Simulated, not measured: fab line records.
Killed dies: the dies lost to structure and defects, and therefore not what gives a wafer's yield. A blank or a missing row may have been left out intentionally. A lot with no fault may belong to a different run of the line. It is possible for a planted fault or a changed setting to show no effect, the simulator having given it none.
fab line records ; flow sky130
[record] lots = 5; wafers = 15; last-day = 50
route steps=708 shown SD_P@327 RES_XHIGH@332 SD_N@342 SALICIDE@361 PAD_OPEN@708
lots that met no fault: taken from a fault-free run of the same line
start-h: hours from the record's opening day to when the first of the lot's shown wafers began ; wait-h: hours from the lot's prior step to this one ; " the same as in the row above ; L1.1+2: a row that stands for several wafers ; - no value present, or no start provided ; * or withheld: withheld ; < > ~ a bound
route shown NAME@n: a module of which the file shows steps, and the number in the route of the first ; usual: mean and standard deviation over wafers with no fault ; same: alike in all rows ; chamber/n: place in a boat ; sites: the reading at each site ; _std_site: their standard deviation ; _edge_site: the outer-site mean with the inner-site mean subtracted ; radius-mm: how far each site lies from the wafer's centre ; mask NAME#n: copy n ; behind: tool/chamber where the wafer was last shaped ; hold: why the lot went on hold/how many hours it stayed there/how the hold came to an end ; device: which transistor (n, p or np) failed to switch ; end of line: tests run on the same wafers once the route is complete ; where a step has no rows: the recipe by itself ; killed: not the wafer's yield, but the dies lost to structure and defects at the first sort ; map: per-die view of a wafer (x killed, . not killed, _ where there is no die)
set.NAME: the run value of the setting; set.NAME@STEP: its run value at that earlier step ; model.NAME: the simulator's own value behind a step, which no gauge read
lots seen at some steps along the route; tables by step, rows by wafer
services: from which hour (start-h, from the record's first day; less than 0 if before it) a tool's chamber was out of use, for how many hours, and why
[[steps]]
[step SKY_SD_P_CD_MEAS_07]
[recipe] target-cd-nm = 380
[usual] cd-nm = 380.0/2.8
lot.wafer;tool;chamber;start-h;wait-h;cd-nm
L625.2;cd-sem-02;-;608.40;0.1;381.0
L625.3;cd-sem-02;-;608.40;0.1;380.7
L625.6;cd-sem-02;-;608.40;0.1;382.2
L628.1;cd-sem-01;-;634.05;0.1;384.3
L628.5;cd-sem-01;-;634.05;0.1;385.0
L628.6;cd-sem-01;-;634.05;0.1;384.9
L629.2;cd-sem-02;-;642.00;0.1;378.0
L629.4;cd-sem-02;-;642.00;0.1;378.6
L629.6;cd-sem-02;-;642.00;0.1;374.6
L635.2;cd-sem-01;-;682.23;0.1;374.0
L635.3;cd-sem-01;-;682.23;0.1;376.4
L635.5;cd-sem-01;-;682.23;0.1;374.7
L646.1;cd-sem-02;-;773.56;0.1;380.2
L646.3;cd-sem-02;-;773.56;0.1;377.8
L646.5;cd-sem-02;-;773.56;0.1;377.8
[step SKY_SD_P_OVL_MEAS_08]
[usual] SD_P_OVL = -0.9/1.7
lot.wafer;tool;chamber;start-h;wait-h;SD_P_OVL[nm]
L625.2;overlay-01;-;608.50;0.1;0.5
L625.3;overlay-01;-;608.50;0.1;-0.6
L625.6;overlay-01;-;608.50;0.1;-0.3
L628.1;overlay-01;-;634.17;0.1;-0.5
L628.5;overlay-01;-;634.17;0.1;-0.3
L628.6;overlay-01;-;634.17;0.1;-0.3
L629.2;overlay-02;-;642.10;0.1;-1.9
L629.4;overlay-02;-;642.10;0.1;-2.5
L629.6;overlay-02;-;642.10;0.1;0.1
L635.2;overlay-01;-;682.34;0.1;-1.8
L635.3;overlay-01;-;682.34;0.1;-1.6
L635.5;overlay-01;-;682.34;0.1;-1.0
L646.1;overlay-02;-;773.68;0.1;-1.4
L646.3;overlay-02;-;773.68;0.1;-3.5
L646.5;overlay-02;-;773.68;0.1;-2.3
[step SKY_SD_P_IMPLANT_09]
[recipe] species = BF2; energy-kev = 20; dose-cm2 = 3e+15; tilt-deg = 0
[step SKY_SD_P_STRIP_10]
[recipe] chemistry = O2/N2; power-w = 1400; pressure-mtorr = 1500; platen-temp-c = withheld; o2-flow-sccm = 3000; n2-flow-sccm = 300; overash-fraction = 0.5
[usual] drypump-motor-current-A = 5.53/0.22; oes-product-au = 0.618/0.0043; strip-time-to-endpoint-s = 17.50/0.042
lot.wafer;tool;chamber;start-h;wait-h;drypump-motor-current-A;oes-product-au;rf-hours-counter-h;strip-time-to-endpoint-s
L625.2;plasma-asher-01;0;608.68;0.1;5.52;0.624;90;17.56
L625.3;plasma-asher-01;0;608.68;0.1;5.52;0.620;-;17.56
L625.6;plasma-asher-01;1;608.68;0.1;5.42;0.614;-;17.50
L628.1;plasma-asher-01;1;634.35;0.1;5.39;0.614;92;17.56
L628.5;plasma-asher-01;0;634.35;0.1;5.53;0.610;-;17.55
L628.6;plasma-asher-01;1;634.35;0.1;5.41;0.613;-;17.53
L629.2;plasma-asher-03;1;642.28;0.1;5.90;0.609;22;17.54
L629.4;plasma-asher-03;0;642.28;0.1;5.23;0.617;-;17.51
L629.6;plasma-asher-03;0;642.28;0.1;5.20;0.613;-;17.47
L635.2;plasma-asher-02;1;682.52;0.1;5.71;0.621;87;17.48
L635.3;plasma-asher-02;0;682.52;0.1;5.38;0.619;-;17.45
L635.5;plasma-asher-02;1;682.52;0.1;5.71;0.622;-;17.47
L646.1;plasma-asher-02;0;773.87;0.1;5.36;0.625;97;17.53
L646.3;plasma-asher-02;0;773.87;0.1;5.36;0.622;-;17.49
L646.5;plasma-asher-02;0;773.87;0.1;5.37;0.619;-;17.54
[step SKY_SD_P_TW_MEAS_11]
[usual] SD_P_TW = 2814/26
lot.wafer;tool;chamber;start-h;wait-h;SD_P_TW
L625.2;film-metro-04;-;608.79;0.1;2777
L625.3;film-metro-04;-;608.79;0.1;2779
L625.6;film-metro-04;-;608.79;0.1;2777
L628.1;film-metro-02;-;634.45;0.1;2833
L628.5;film-metro-02;-;634.45;0.1;2831
L628.6;film-metro-02;-;634.45;0.1;2809
L629.2;film-metro-04;-;642.39;0.1;2773
L629.4;film-metro-04;-;642.39;0.1;2774
L629.6;film-metro-04;-;642.39;0.1;2753
L635.2;film-metro-02;-;682.63;0.1;2830
L635.3;film-metro-02;-;682.63;0.1;2829
L635.5;film-metro-02;-;682.63;0.1;2829
L646.1;film-metro-02;-;773.97;0.1;2830
L646.3;film-metro-02;-;773.97;0.1;2838
L646.5;film-metro-02;-;773.97;0.1;2840
[step SKY_RES_XHIGH_DEHYDRATE_00]
[recipe] temp-c = 200; time-s = 60
[step SKY_RES_XHIGH_HMDS_01]
[recipe] prime-time-s = 60; prime-temp-c = 120
[step SKY_RES_XHIGH_COAT_02]
[recipe] resist = NOVOLAK; spin-rpm = 3000; resist-thk-nm = 1140
[step SKY_RES_XHIGH_SOFTBAKE_03]
[recipe] temp-c = 90; time-s = 60; resist = NOVOLAK
[step SKY_RES_XHIGH_EXPOSE_04]
[recipe] mask-id = URPM; na = 0.6; source-shape = conventional; sigma-outer = 0.6; polarization = unpolarized; target-cd-nm = 1270; dose-mj = 140
[step SKY_RES_XHIGH_PEB_05]
[recipe] temp-c = withheld; time-s = *; resist = NOVOLAK
[step SKY_RES_XHIGH_DEVELOP_06]
[recipe] resist = NOVOLAK; developer = TMAH; develop-time-s = 60; dev-temp-c = 23
[step SKY_RES_XHIGH_IMPLANT_07]
[recipe] species = BF2; energy-kev = 20; dose-cm2 = 3.6e+14; tilt-deg = 0
[usual] end-station-pressure-torr = 5.23e-06/2.8e-07; tilt-deg = -0.001/0.021
lot.wafer;tool;chamber;start-h;wait-h;end-station-pressure-torr;tilt-deg
L625.2;implanter-01;0;638.57;0.1;5.75e-06;-0.033
L625.3;implanter-01;0;638.57;0.1;5.68e-06;-0.049
L625.6;implanter-01;0;638.57;0.1;5.12e-06;0.000
L628.1;implanter-04;0;662.26;0.1;5.34e-06;-0.010
L628.5;implanter-04;0;662.26;0.1;5.06e-06;-0.013
L628.6;implanter-04;0;662.26;0.1;5.66e-06;0.024
L629.2;implanter-04;0;671.07;0.1;4.95e-06;-0.040
L629.4;implanter-04;0;671.07;0.1;5.57e-06;-0.035
L629.6;implanter-04;0;671.07;0.1;4.6e-06;-0.031
L635.2;implanter-01;0;710.15;0.1;5.22e-06;0.006
L635.3;implanter-01;0;710.15;0.1;5.37e-06;0.002
L635.5;implanter-01;0;710.15;0.1;5.24e-06;0.021
L646.1;implanter-01;0;800.51;0.1;5.36e-06;0.023
L646.3;implanter-01;0;800.51;0.1;5.46e-06;-0.004
L646.5;implanter-01;0;800.51;0.1;5.71e-06;-0.024
[step SKY_RES_XHIGH_STRIP_08]
[recipe] chemistry = O2/N2; power-w = 1400; pressure-mtorr = 1500; platen-temp-c = withheld; o2-flow-sccm = 3000; n2-flow-sccm = 300; overash-fraction = 0.5
[usual] drypump-motor-current-A = 5.68/0.3; oes-product-au = 0.711/0.0042; strip-time-to-endpoint-s = 14.26/0.045
lot.wafer;tool;chamber;start-h;wait-h;drypump-motor-current-A;oes-product-au;rf-hours-counter-h;strip-time-to-endpoint-s
L625.2;plasma-asher-01;1;638.70;0.1;5.40;0.705;93;14.29
L625.3;plasma-asher-01;0;638.70;0.1;5.51;0.707;-;14.29
L625.6;plasma-asher-01;1;638.70;0.1;5.41;0.709;-;14.25
L628.1;plasma-asher-03;0;662.41;0.1;5.21;0.708;24;14.22
L628.5;plasma-asher-03;0;662.41;0.1;5.23;0.714;-;14.28
L628.6;plasma-asher-03;1;662.41;0.1;5.90;0.710;-;14.26
L629.2;plasma-asher-01;0;671.20;0.1;5.55;0.716;96;14.31
L629.4;plasma-asher-01;0;671.20;0.1;5.55;0.706;-;14.33
L629.6;plasma-asher-01;0;671.20;0.1;5.51;0.715;-;14.33
L635.2;plasma-asher-04;0;710.28;0.1;6.07;0.708;56;14.27
L635.3;plasma-asher-04;1;710.28;0.1;5.74;0.714;-;14.26
L635.5;plasma-asher-04;1;710.28;0.1;5.73;0.710;-;14.26
L646.1;plasma-asher-04;1;800.66;0.1;5.75;0.707;66;14.20
L646.3;plasma-asher-04;1;800.66;0.1;5.78;0.717;-;14.13
L646.5;plasma-asher-04;0;800.66;0.1;6.04;0.705;-;14.23
[step SKY_RES_XHIGH_TW_MEAS_09]
[usual] RES_XHIGH_TW = 1624/17
lot.wafer;tool;chamber;start-h;wait-h;RES_XHIGH_TW
L625.2;film-metro-02;-;638.81;0.1;1645
L625.3;film-metro-02;-;638.81;0.1;1655
L625.6;film-metro-02;-;638.81;0.1;1643
L628.1;film-metro-04;-;662.51;0.1;1620
L628.5;film-metro-04;-;662.51;0.1;1620
L628.6;film-metro-04;-;662.51;0.1;1615
L629.2;film-metro-04;-;671.31;0.1;1616
L629.4;film-metro-04;-;671.31;0.1;1627
L629.6;film-metro-04;-;671.31;0.1;1618
L635.2;film-metro-02;-;710.39;0.1;1644
L635.3;film-metro-02;-;710.39;0.1;1633
L635.5;film-metro-02;-;710.39;0.1;1640
L646.1;film-metro-04;-;800.76;0.1;1607
L646.3;film-metro-04;-;800.76;0.1;1556
L646.5;film-metro-04;-;800.76;0.1;1607
[step SKY_SD_N_DEHYDRATE_00]
[recipe] temp-c = 200; time-s = 60
[step SKY_SD_N_HMDS_01]
[recipe] prime-time-s = 60; prime-temp-c = 120
[step SKY_SD_N_COAT_02]
[recipe] resist = NOVOLAK; spin-rpm = 3000; resist-thk-nm = 1140
[step SKY_SD_N_SOFTBAKE_03]
[recipe] temp-c = 90; time-s = 60; resist = NOVOLAK
[step SKY_SD_N_EXPOSE_04]
[recipe] mask-id = NSDM; na = 0.6; source-shape = conventional; sigma-outer = 0.6; polarization = unpolarized; target-cd-nm = 380; dose-mj = 141
[step SKY_SD_N_PEB_05]
[recipe] temp-c = withheld; time-s = *; resist = NOVOLAK
[step SKY_SD_N_DEVELOP_06]
[recipe] resist = NOVOLAK; developer = TMAH; develop-time-s = 60; dev-temp-c = 23
[step SKY_SD_N_CD_MEAS_07]
[recipe] target-cd-nm = 380
[usual] cd-nm = 380.0/2.4
lot.wafer;tool;chamber;start-h;wait-h;cd-nm
L625.2;cd-sem-02;-;667.00;0.1;373.6
L625.3;cd-sem-02;-;667.00;0.1;375.8
L625.6;cd-sem-02;-;667.00;0.1;376.7
L628.1;cd-sem-01;-;690.18;0.1;379.9
L628.5;cd-sem-01;-;690.18;0.1;379.2
L628.6;cd-sem-01;-;690.18;0.1;377.9
L629.2;cd-sem-01;-;699.40;0.1;379.5
L629.4;cd-sem-01;-;699.40;0.1;380.2
L629.6;cd-sem-01;-;699.40;0.1;378.9
L635.2;cd-sem-01;-;737.75;0.1;379.7
L635.3;cd-sem-01;-;737.75;0.1;381.5
L635.5;cd-sem-01;-;737.75;0.1;378.2
L646.1;cd-sem-01;-;826.35;0.1;379.9
L646.3;cd-sem-01;-;826.35;0.1;382.0
L646.5;cd-sem-01;-;826.35;0.1;380.0
[step SKY_SD_N_OVL_MEAS_08]
[usual] SD_N_OVL = -0.2/1.3
lot.wafer;tool;chamber;start-h;wait-h;SD_N_OVL[nm]
L625.2;overlay-02;-;667.10;0.1;-1.5
L625.3;overlay-02;-;667.10;0.1;0.0
L625.6;overlay-02;-;667.10;0.1;-1.3
L628.1;overlay-01;-;690.30;0.1;1.9
L628.5;overlay-01;-;690.30;0.1;-0.3
L628.6;overlay-01;-;690.30;0.1;1.0
L629.2;overlay-01;-;699.50;0.1;-1.9
L629.4;overlay-01;-;699.50;0.1;-2.0
L629.6;overlay-01;-;699.50;0.1;-3.3
L635.2;overlay-02;-;737.85;0.1;2.1
L635.3;overlay-02;-;737.85;0.1;2.0
L635.5;overlay-02;-;737.85;0.1;0.0
L646.1;overlay-02;-;826.47;0.1;-1.6
L646.3;overlay-02;-;826.47;0.1;-1.1
L646.5;overlay-02;-;826.47;0.1;-2.4
[step SKY_SD_N_IMPLANT_09]
[recipe] species = As; energy-kev = 50; dose-cm2 = 4e+15; tilt-deg = 0
[step SKY_SD_N_IMPLANT_10]
[recipe] species = P; energy-kev = 20; dose-cm2 = 1e+14; tilt-deg = 0
[step SKY_SD_N_STRIP_11]
[recipe] chemistry = O2/N2; power-w = 1400; pressure-mtorr = 1500; platen-temp-c = withheld; o2-flow-sccm = 3000; n2-flow-sccm = 300; overash-fraction = 0.5
[usual] drypump-motor-current-A = 5.7/0.32; oes-product-au = 0.527/0.0041; strip-time-to-endpoint-s = 22.54/0.036
lot.wafer;tool;chamber;start-h;wait-h;drypump-motor-current-A;oes-product-au;rf-hours-counter-h;strip-time-to-endpoint-s
L625.2;plasma-asher-03;0;667.43;0.1;5.2;0.532;24;22.50
L625.3;plasma-asher-03;0;667.43;0.1;5.2;0.524;-;22.48
L625.6;plasma-asher-03;1;667.43;0.1;5.9;0.521;-;22.46
L628.1;plasma-asher-04;1;690.64;0.1;5.7;0.515;54;22.61
L628.5;plasma-asher-04;0;690.64;0.1;6.1;0.531;-;22.62
L628.6;plasma-asher-04;1;690.64;0.1;5.7;0.525;-;22.62
L629.2;plasma-asher-04;0;699.83;0.1;6.1;0.527;55;22.60
L629.4;plasma-asher-04;1;699.83;0.1;5.7;0.524;-;22.60
L629.6;plasma-asher-04;0;699.83;0.1;6.1;0.527;-;22.59
L635.2;plasma-asher-02;1;738.18;0.1;5.7;0.532;93;22.53
L635.3;plasma-asher-02;0;738.18;0.1;5.4;0.521;-;22.51
L635.5;plasma-asher-02;1;738.18;0.1;5.7;0.524;-;22.49
L646.1;plasma-asher-04;1;826.80;0.1;5.7;0.533;69;22.51
L646.3;plasma-asher-04;0;826.80;0.1;6.1;0.519;-;22.51
L646.5;plasma-asher-04;1;826.80;0.1;5.7;0.529;-;22.48
[step SKY_SD_N_TW_MEAS_12]
[usual] SD_N_TW = 3953/40
lot.wafer;tool;chamber;start-h;wait-h;SD_N_TW
L625.2;film-metro-04;-;667.54;0.1;3944
L625.3;film-metro-04;-;667.54;0.1;3962
L625.6;film-metro-04;-;667.54;0.1;3957
L628.1;film-metro-04;-;690.73;0.1;3926
L628.5;film-metro-04;-;690.73;0.1;3926
L628.6;film-metro-04;-;690.73;0.1;3921
L629.2;film-metro-02;-;699.94;0.1;3966
L629.4;film-metro-02;-;699.94;0.1;3972
L629.6;film-metro-02;-;699.94;0.1;3941
L635.2;film-metro-04;-;738.29;0.1;3911
L635.3;film-metro-04;-;738.29;0.1;3895
L635.5;film-metro-04;-;738.29;0.1;3918
L646.1;film-metro-02;-;826.90;0.1;3995
L646.3;film-metro-02;-;826.90;0.1;3992
L646.5;film-metro-02;-;826.90;0.1;3974
[step SKY_SD_N_CLEAN_13]
[recipe] chemistry = SC1/SC2; mix = 1:4:20; temp-c = 70; time-s = 150; dry = n2-spin
[step SKY_SD_N_RTA_14]
[recipe] temp-c = 1075; time-s = 2; idle-temp-c = 650; ramp-up-c-per-s = 150; ramp-down-c-per-s = 90; ambient = N2
[usual] lamp-power-pct = 15.74/0.053; wafer_temp_C_max = 1078.0/1.3
lot.wafer;tool;chamber;start-h;wait-h;lamp-power-pct;wafer_temp_C_max
L625.2;rtp-anneal-02;0;667.65;0.0;15.76;1077.5
L625.3;rtp-anneal-02;0;667.65;0.0;15.70;1078.0
L625.6;rtp-anneal-02;0;667.65;0.0;15.68;1078.6
L628.1;rtp-anneal-01;0;690.89;0.0;15.74;1078.4
L628.5;rtp-anneal-01;0;690.89;0.0;15.68;1076.3
L628.6;rtp-anneal-01;0;690.89;0.0;15.79;1078.2
L629.2;rtp-anneal-02;0;700.10;0.0;15.79;1079.1
L629.4;rtp-anneal-02;0;700.10;0.0;15.79;1078.3
L629.6;rtp-anneal-02;0;700.10;0.0;15.71;1079.0
L635.2;rtp-anneal-02;0;738.40;0.0;15.88;1077.4
L635.3;rtp-anneal-02;0;738.40;0.0;15.80;1078.7
L635.5;rtp-anneal-02;0;738.40;0.0;15.71;1077.1
L646.1;rtp-anneal-01;0;827.01;0.0;15.72;1077.0
L646.3;rtp-anneal-01;0;827.01;0.0;15.66;1078.6
L646.5;rtp-anneal-01;0;827.01;0.0;15.71;1078.4
[step SKY_SD_N_RS_MEAS_16]
[recipe] thk-meas-gauge = four-point-probe
[usual] SD_N_RS = 68.55/0.12
lot.wafer;tool;chamber;start-h;wait-h;SD_N_RS[ohm/sq]
L625.2;film-metro-02;-;667.84;0.1;68.40
L625.3;film-metro-02;-;667.84;0.1;68.31
L625.6;film-metro-02;-;667.84;0.1;68.42
L628.1;film-metro-02;-;691.07;0.1;68.53
L628.5;film-metro-02;-;691.07;0.1;68.43
L628.6;film-metro-02;-;691.07;0.1;68.60
L629.2;film-metro-03;-;700.29;0.1;68.60
L629.4;film-metro-03;-;700.29;0.1;68.48
L629.6;film-metro-03;-;700.29;0.1;68.44
L635.2;film-metro-02;-;738.59;0.1;68.39
L635.3;film-metro-02;-;738.59;0.1;68.39
L635.5;film-metro-02;-;738.59;0.1;68.27
L646.1;film-metro-03;-;827.19;0.1;68.52
L646.3;film-metro-03;-;827.19;0.1;68.61
L646.5;film-metro-03;-;827.19;0.1;68.66
[step SKY_SD_N_RS_MEAS_17]
[recipe] thk-meas-gauge = four-point-probe
[usual] SD_P_RS = 147.1/0.38
lot.wafer;tool;chamber;start-h;wait-h;SD_P_RS[ohm/sq]
L625.2;film-metro-02;-;667.96;0.1;147.6
L625.3;film-metro-02;-;667.96;0.1;146.9
L625.6;film-metro-02;-;667.96;0.1;147.6
L628.1;film-metro-02;-;691.19;0.1;147.4
L628.5;film-metro-02;-;691.19;0.1;146.5
L628.6;film-metro-02;-;691.19;0.1;146.9
L629.2;film-metro-03;-;700.41;0.1;146.8
L629.4;film-metro-03;-;700.41;0.1;147.0
L629.6;film-metro-03;-;700.41;0.1;146.8
L635.2;film-metro-02;-;738.71;0.1;146.3
L635.3;film-metro-02;-;738.71;0.1;146.6
L635.5;film-metro-02;-;738.71;0.1;146.6
L646.1;film-metro-03;-;827.31;0.1;147.3
L646.3;film-metro-03;-;827.31;0.1;147.2
L646.5;film-metro-03;-;827.31;0.1;147.4
[step SKY_SD_N_RS_MEAS_18]
[recipe] thk-meas-gauge = four-point-probe
[usual] RES_XHIGH_RS = 333.1/1.3
lot.wafer;tool;chamber;start-h;wait-h;RES_XHIGH_RS[ohm/sq]
L625.2;film-metro-02;-;668.08;0.1;330.8
L625.3;film-metro-02;-;668.08;0.1;331.7
L625.6;film-metro-02;-;668.08;0.1;330.5
L628.1;film-metro-02;-;691.31;0.1;332.6
L628.5;film-metro-02;-;691.31;0.1;331.5
L628.6;film-metro-02;-;691.31;0.1;331.0
L629.2;film-metro-03;-;700.53;0.1;334.3
L629.4;film-metro-03;-;700.53;0.1;333.5
L629.6;film-metro-03;-;700.53;0.1;333.4
L635.2;film-metro-02;-;738.83;0.1;334.4
L635.3;film-metro-02;-;738.83;0.1;332.9
L635.5;film-metro-02;-;738.83;0.1;334.0
L646.1;film-metro-03;-;827.43;0.1;333.1
L646.3;film-metro-03;-;827.43;0.1;364.3
L646.5;film-metro-03;-;827.43;0.1;332.1
[step SKY_SALICIDE_CLEAN_00]
[recipe] chemistry = HF-last; time-s = 30; dilution = 100:1; dry = ipa-marangoni
[step SKY_PAD_OPEN_PROBE_99]
[usual] killed_at_M0_to_M3 = 45/6.6; killed_at_M4_up = 3.1/1.6; killed-at-contacts = 24/5; killed-at-front-end = 14/4.4; killed-at-other = 0.3/0.58; killed-dies = 87/9.2; killed-open = 47/6.7; killed-short = 40/6.4
[same] gross-dies = 492; killed-at-back-side = 0
lot.wafer;tool;chamber;start-h;wait-h;killed_at_M0_to_M3;killed_at_M4_up;killed-at-contacts;killed-at-front-end;killed-at-other;killed-dies;killed-open;killed-short;model.etest.res-xhigh-po.rs-ohm-sq-range;model.etest.res-xhigh-po.rs-ohm-sq-rim-less-centre
L625.2;prober-01;-;1088.17;0.1;29;4;19;13;1;66;36;30;64.25;-48.9
L625.3;prober-01;-;1088.22;0.2;54;3;21;14;1;93;45;48;81.41;-60.68
L625.6;prober-01;-;1088.37;0.2;30;3;19;18;0;70;39;31;87.72;-80.75
L628.1;prober-02;-;1110.22;0.1;56;6;21;20;0;103;62;41;47.63;26.86
L628.5;prober-02;-;1110.42;0.2;43;2;30;14;1;90;45;45;52.77;9.431
L628.6;prober-02;-;1110.47;0.2;31;4;26;19;0;80;50;30;42.96;-0.6317
L629.2;prober-01;-;1116.89;0.1;31;5;16;17;0;69;42;27;66.53;23.31
L629.4;prober-01;-;1116.99;0.2;38;6;28;11;0;83;38;45;66.5;41.24
L629.6;prober-01;-;1117.09;0.2;45;5;16;16;0;82;43;39;65.12;34.8
L635.2;prober-01;-;1142.82;0.1;42;5;27;15;0;89;45;44;47.6;-14.32
L635.3;prober-01;-;1142.87;0.2;42;3;32;7;0;84;43;41;51.66;-25.51
L635.5;prober-01;-;1142.97;0.2;46;5;30;12;0;93;58;35;52.84;-37.25
L646.1;prober-02;-;1200.70;0.1;39;2;25;7;3;76;37;39;29.29;4.671
L646.3;prober-02;-;1200.80;0.2;55;3;27;14;0;99;55;44;2318;585.6
L646.5;prober-02;-;1200.90;0.2;48;2;21;14;0;85;44;41;57.84;7.621
// killed by level:class
L625.2 LI_CONTACT:geometric-particle:open=7 METAL2:geometric-particle:short=5 LOCAL_INTERCONNECT:geometric-particle:short=4 CONTACT:geometric-particle:open=4 VIA3:geometric-particle:open=4 FIELD_ISO:geometric-particle:open=3 POLY_GATE:geometric-particle:open=3 VIA1:geometric-particle:open=3
L625.3 METAL1:geometric-particle:short=9 CONTACT:geometric-particle:open=8 VIA2:geometric-particle:open=8 LOCAL_INTERCONNECT:geometric-particle:short=7 VIA3:geometric-particle:open=7 VIA1:geometric-particle:open=6 METAL2:geometric-particle:short=6 METAL2:geometric-particle:open=5
L625.6 LI_CONTACT:geometric-particle:open=8 VIA1:geometric-particle:open=8 FIELD_ISO:geometric-particle:short=6 VIA2:geometric-particle:open=6 METAL2:geometric-particle:short=5 CONTACT:geometric-particle:open=5 FIELD_ISO:geometric-particle:open=4 POLY_GATE:geometric-particle:short=4
L628.1 VIA1:geometric-particle:open=14 CONTACT:geometric-particle:open=13 VIA1:geometric-particle:short=8 FIELD_ISO:geometric-particle:open=7 VIA2:geometric-particle:open=7 VIA3:geometric-particle:open=7 METAL2:geometric-particle:short=5 POLY_GATE:geometric-particle:open=4
L628.5 CONTACT:geometric-particle:open=13 VIA1:geometric-particle:open=9 METAL1:geometric-particle:short=7 LI_CONTACT:geometric-particle:open=6 LOCAL_INTERCONNECT:geometric-particle:short=5 VIA2:geometric-particle:short=5 FIELD_ISO:geometric-particle:short=4 CONTACT:geometric-particle:short=4
L628.6 CONTACT:geometric-particle:open=10 LI_CONTACT:geometric-particle:open=9 VIA1:geometric-particle:open=8 POLY_GATE:geometric-particle:open=7 LOCAL_INTERCONNECT:geometric-particle:short=4 VIA3:geometric-particle:open=4 METAL4:geometric-particle:short=4 FIELD_ISO:geometric-particle:open=3
L629.2 LI_CONTACT:geometric-particle:open=7 CONTACT:geometric-particle:open=7 METAL2:geometric-particle:short=7 FIELD_ISO:geometric-particle:open=6 VIA3:geometric-particle:open=6 FIELD_ISO:geometric-particle:short=4 POLY_GATE:geometric-particle:open=4 VIA2:geometric-particle:open=4
L629.4 VIA1:geometric-particle:open=10 CONTACT:geometric-particle:open=9 VIA1:geometric-particle:short=8 LI_CONTACT:geometric-particle:short=6 LI_CONTACT:geometric-particle:open=6 VIA2:geometric-particle:open=5 METAL4:geometric-particle:short=5 FIELD_ISO:geometric-particle:short=4
L629.6 VIA1:geometric-particle:open=10 FIELD_ISO:geometric-particle:open=7 VIA3:geometric-particle:short=7 VIA3:geometric-particle:open=7 METAL2:geometric-particle:short=6 CONTACT:geometric-particle:short=5 VIA2:geometric-particle:open=5 CONTACT:geometric-particle:open=4
L635.2 CONTACT:geometric-particle:open=10 VIA1:geometric-particle:open=10 LI_CONTACT:geometric-particle:open=9 METAL1:geometric-particle:short=8 FIELD_ISO:geometric-particle:short=5 METAL2:geometric-particle:short=5 VIA1:geometric-particle:short=5 LOCAL_INTERCONNECT:geometric-particle:short=4
L635.3 CONTACT:geometric-particle:open=12 VIA1:geometric-particle:open=9 LOCAL_INTERCONNECT:geometric-particle:short=6 LI_CONTACT:geometric-particle:short=5 METAL2:geometric-particle:short=5 VIA2:geometric-particle:short=5 VIA2:geometric-particle:open=5 CONTACT:geometric-particle:short=4
L635.5 CONTACT:geometric-particle:open=13 LI_CONTACT:geometric-particle:open=11 VIA1:geometric-particle:open=9 VIA3:geometric-particle:open=7 VIA2:geometric-particle:open=6 METAL4:geometric-particle:short=5 METAL2:geometric-particle:short=5 METAL3:geometric-particle:short=4
L646.1 LI_CONTACT:geometric-particle:open=10 VIA2:geometric-particle:open=9 METAL2:geometric-particle:short=8 VIA1:geometric-particle:open=8 METAL1:geometric-particle:short=7 CONTACT:geometric-particle:open=5 CONTACT:geometric-particle:short=4 LI_CONTACT:geometric-particle:short=3
L646.3 VIA2:geometric-particle:open=12 VIA1:geometric-particle:open=11 CONTACT:geometric-particle:open=10 CONTACT:geometric-particle:short=7 METAL1:geometric-particle:short=7 LI_CONTACT:geometric-particle:open=6 VIA1:geometric-particle:short=6 VIA3:geometric-particle:open=5
L646.5 VIA1:geometric-particle:open=12 VIA1:geometric-particle:short=8 CONTACT:geometric-particle:open=7 LI_CONTACT:geometric-particle:open=6 VIA2:geometric-particle:open=5 VIA2:geometric-particle:short=5 VIA3:geometric-particle:open=5 FIELD_ISO:geometric-particle:short=4
[[services]]
tool;chamber;start-h;hours;kind
plasma-asher-02;-;612.07;2.8;pm
implanter-01;-;618.53;6.6;repair
implanter-04;-;627.54;4.9;pm
implanter-01;-;660.74;3.7;repair
implanter-04;-;681.05;2.4;pm
plasma-asher-03;-;700.71;2.8;pm
plasma-asher-03;-;706.02;11.1;repair
plasma-asher-01;-;733.75;9.0;pm
plasma-asher-01;0;733.75;9.0;vent-cycle
plasma-asher-01;1;733.75;9.0;vent-cycle
plasma-asher-01;0;742.75;-;clean
plasma-asher-01;1;742.75;-;clean
plasma-asher-03;-;754.58;12.2;pm
implanter-01;-;763.72;6.4;pm
plasma-asher-01;-;770.12;3.0;repair
[[key]]
[first-sign] step = SKY_RES_XHIGH_TW_MEAS_09; reading = RES_XHIGH_TW; direction = down; sigmas = 4.1; usual = 1624; struck = 1556
[effect] step = SKY_SD_N_RS_MEAS_18; reading = RES_XHIGH_RS; direction = up; sigmas = 24; usual = 333.1; struck = 364.3
[model-effect] step = SKY_PAD_OPEN_PROBE_99; value = etest.res-xhigh-po.rs-ohm-sq-range; without = 19.29; struck = 2318
met-at SKY_RES_XHIGH_IMPLANT_07
struck-wafers L646.3
tester-left-out L646
onset-between 710.15 800.51
[fault] kind = process-parameter-drift; tool = implanter-01; chamber = -; onset-h = 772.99; steps = SKY_RES_XHIGH_IMPLANT_07; channel = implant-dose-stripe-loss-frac; offset = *; shape = step; end-h = 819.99; scope = struck-wafers-only
// tester-left-out: of these lots the tester's yield and bins aren't shown, on N5 and GAA mostly nor the transistor test; their killed dies are dies lost to structure and defects alone, not to doping, threshold or leakage, so they don't give the yield
